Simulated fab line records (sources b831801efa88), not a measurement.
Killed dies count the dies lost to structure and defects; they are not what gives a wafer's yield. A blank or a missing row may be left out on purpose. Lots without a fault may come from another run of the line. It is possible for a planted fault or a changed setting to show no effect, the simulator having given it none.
Code-filled problem report in 8D (eight disciplines) form | flow sky130 | the parts of the form that need people (team, actions taken, sign-off) are left out

## 1. THE ISSUE
dose ions cm2 at SKY_LDD_N_IMPLANT_11 reads a mean of 8.0e+13 on 6 wafers of 2 lots; wafers without a fault read 7.5e+13 with a standard deviation of 8.4e+10. That is +63 standard deviations from the usual mean.
First seen on wafer L471.1, day 22 01:52, on implanter-02. The record holds 36 wafers of 12 lots with a number at this step. Rule for "out" (also "out of limits"): further than 4 standard deviations from the usual mean. The other wafers with a number count as sound.

## 2. WHAT IT IS; WHAT IT IS NOT
question                    | is                     | is not
which readings at this step | dose ions cm2          | rotation deg
which lots                  | L471, L473             | L460, L462, L469, L470, L476, L479, L480, L481, L482, L483
which wafers of those lots  | all that have a number | -
read on which tools         | implanter-02           | implanter-03, implanter-04
when                        | from day 22 01:52      | up to then (12 sound wafers); but 18 sound wafers of L476, L479, L480, L481, L482, L483 came after

## 3. WHAT RULES OUT EACH SUSPECT
Counting: a tool at a process step up to the reading stays a suspect if it ran every lot that is out and no sound lot after the first of them.
- plasma asher-04 at SKY_GATE_OXIDE_STRIP_13 (strips in O2/N2): ruled out as a lasting fault. The sound lots L480, L482, L483 went through it after L471, its earliest lot that is out (day 17 23:28).
- implanter-02 at SKY_LDD_N_IMPLANT_11: ruled out as a lasting fault. The sound lots L481 went through it after L471, its earliest lot that is out (day 22 01:52).
Left after counting: nothing in the record.

## 4. THE CAUSE (what the simulator had put in)
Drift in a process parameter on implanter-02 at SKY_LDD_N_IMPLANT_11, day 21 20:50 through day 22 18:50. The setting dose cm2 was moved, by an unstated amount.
Counting ruled it out, wrongly.

## 5. THE CHAIN OF EFFECTS, in route order
Each row: a reading where the mean over the struck wafers with a number is more than 3 standard deviations away from the usual. Readings are gone through only where the record gives a usual standard deviation; hours: the median, over the lots, of the time from a lot's start at the first step in this table giving one to that lot's start at this step; sigmas: the change measured in usual standard deviations.
hours | step                 | reading            | usual   | on struck wafers | change   | sigmas
0     | SKY_LDD_N_IMPLANT_11 | dose ions cm2      | 7.5e+13 | 8.0e+13          | +5.3e+12 | +63
0     | SKY_LDD_N_IMPLANT_11 | faraday current uA | 423     | 454              | +31      | +3.7
Its process steps:
- SKY_LDD_N_IMPLANT_11

## 6. WHAT WOULD HAVE CAUGHT IT SOONER
First out-of-limits reading in this record: day 22 01:52, which is 5 hours after fault onset at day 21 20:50.
